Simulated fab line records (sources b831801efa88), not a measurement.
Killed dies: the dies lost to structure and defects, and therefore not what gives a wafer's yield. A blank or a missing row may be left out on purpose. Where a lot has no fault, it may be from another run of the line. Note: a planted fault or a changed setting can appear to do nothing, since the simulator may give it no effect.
Chamber matching | flow sky130 | 4 sister chambers for SKY_LI_CONTACT_ETCH_15 on rie-diel-04
The step etches PSG in C4F8/O2/Ar, stops on Si, target depth 600 nm. 8 wafers are shown with their chamber, then 7 later ones without.

WAFERS PAIRED WITH THEIR CHAMBERS
wafer  | chamber | rf-fwd-power-W (W) | oes-product-au (a.u.)
L084.6 | 2       | 1496               | 0.828
L085.1 | 1       | 1491               | 0.839
L085.5 | 2       | 1486               | 0.843
L087.2 | 3       | 1493               | 0.833
L087.3 | 0       | 1496               | 0.838
L087.5 | 1       | 1498               | 0.838
L095.1 | 0       | 1487               | 0.835
L095.3 | 3       | 1488               | 0.837

WAFERS MISSING THEIR CHAMBER
wafer  | rf-fwd-power-W (W) | oes-product-au (a.u.)
L095.4 | 1486               | 0.836
L096.4 | 1503               | 0.833
L096.5 | 1491               | 0.842
L096.6 | 1488               | 0.834
L097.1 | 1485               | 0.844
L097.3 | 1495               | 0.842
L097.4 | 1489               | 0.835

EACH ONE'S CHAMBER
wafer  | from the rows above               | in truth
L095.4 | can't be placed: 3 or 2 or 0 or 1 | 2
L096.4 | can't be placed: 1 or 0 or 2 or 3 | 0
L096.5 | can't be placed: 1 or 0 or 2 or 3 | 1
L096.6 | can't be placed: 3 or 2 or 0 or 1 | 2
L097.1 | can't be placed: 0 or 2 or 3 or 1 | 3
L097.3 | can't be placed: 1 or 0 or 2 or 3 | 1
L097.4 | can't be placed: 3 or 2 or 0 or 1 | 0
Correctly placed: 0 of 7. Cannot be placed on the basis of these rows: 7; the candidates contain the true chamber in 7. Number placed wrongly: 0.
How it was worked out, from the rows above alone: a wafer's distance from a chamber is the root of the sum, over the readings, of the square of ((its reading less the chamber's mean) divided by the reading's scatter). If the next closest chamber is less than 2 further off than the closest, the wafer can't be placed; otherwise it belongs to the closest. The mean given for a chamber averages the wafers shown for that chamber. The scatter: take each reading less its chamber's mean, square it, sum over the shown wafers, divide by the number of wafers less the number of chambers, and take the root.
